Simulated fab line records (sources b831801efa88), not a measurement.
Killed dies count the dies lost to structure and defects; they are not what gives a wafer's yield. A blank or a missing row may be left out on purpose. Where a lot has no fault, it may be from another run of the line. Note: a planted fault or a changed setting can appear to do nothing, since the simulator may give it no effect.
Chamber matching :: flow sky130 :: SKY_CONTACT_HDPCVD_02 on hdpcvd-01: 3 sister chambers
The step deposits SiO2, target thk 565 nm, time 94.2 s. 15 wafers are shown with their chamber, then 7 later ones without.

== EACH WAFER AND ITS CHAMBER ==
wafer: L863.3
chamber: 1
run-length-s (s): 121.9

wafer: L863.4
chamber: 2
run-length-s (s): 122.4

wafer: L863.6
chamber: 0
run-length-s (s): 121.5

wafer: L865.1
chamber: 2
run-length-s (s): 122.8

wafer: L865.5
chamber: 2
run-length-s (s): 122.4

wafer: L865.6
chamber: 0
run-length-s (s): 121.3

wafer: L868.1
chamber: 0
run-length-s (s): 121.5

wafer: L877.1
chamber: 0
run-length-s (s): 121.5

wafer: L877.2
chamber: 2
run-length-s (s): 122.7

wafer: L877.3
chamber: 1
run-length-s (s): 121.8

wafer: L878.2
chamber: 1
run-length-s (s): 122.1

wafer: L878.3
chamber: 2
run-length-s (s): 122.7

wafer: L878.4
chamber: 2
run-length-s (s): 122.7

wafer: L881.3
chamber: 2
run-length-s (s): 122.6

wafer: L881.4
chamber: 1
run-length-s (s): 121.5

SIGNATURES (averages over the wafers above)
reading: run-length-s
chamber 0: 121.450
chamber 1: 121.825
chamber 2: 122.614
scatter within a chamber: 0.175
Rule: for each reading, subtract the chamber's mean from the wafer's reading, divide by that reading's scatter and square the result; add these up over the readings and take the root, which gives the wafer's distance from the chamber. If the next closest chamber is less than 2 further off than the closest, the wafer can't be placed; otherwise it belongs to the closest. The scatter is the square root of a quotient: the sum, over the shown wafers, of each reading's squared deviation from its chamber's mean, divided by wafers minus chambers.

== WAFERS WITH NO CHAMBER GIVEN ==
wafer: L881.6
run-length-s (s): 121.4

wafer: L882.2
run-length-s (s): 121.2

wafer: L882.3
run-length-s (s): 121.5

wafer: L882.5
run-length-s (s): 121.6

wafer: L883.4
run-length-s (s): 121.7

wafer: L883.5
run-length-s (s): 121.8

wafer: L883.6
run-length-s (s): 122.3

== EACH ONE'S CHAMBER ==
wafer: L881.6
from the rows above: 0
in truth: 0

wafer: L882.2
from the rows above: 0
in truth: 0

wafer: L882.3
from the rows above: can't be placed: 0 or 1
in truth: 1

wafer: L882.5
from the rows above: can't be placed: 0 or 1
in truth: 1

wafer: L883.4
from the rows above: can't be placed: 1 or 0
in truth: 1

wafer: L883.5
from the rows above: can't be placed: 1 or 0
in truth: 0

wafer: L883.6
from the rows above: can't be placed: 2 or 1
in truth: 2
2 of 7 placed correctly. These rows do not allow placing 5 (true chamber among the candidates in 5). Wrongly placed: 0.
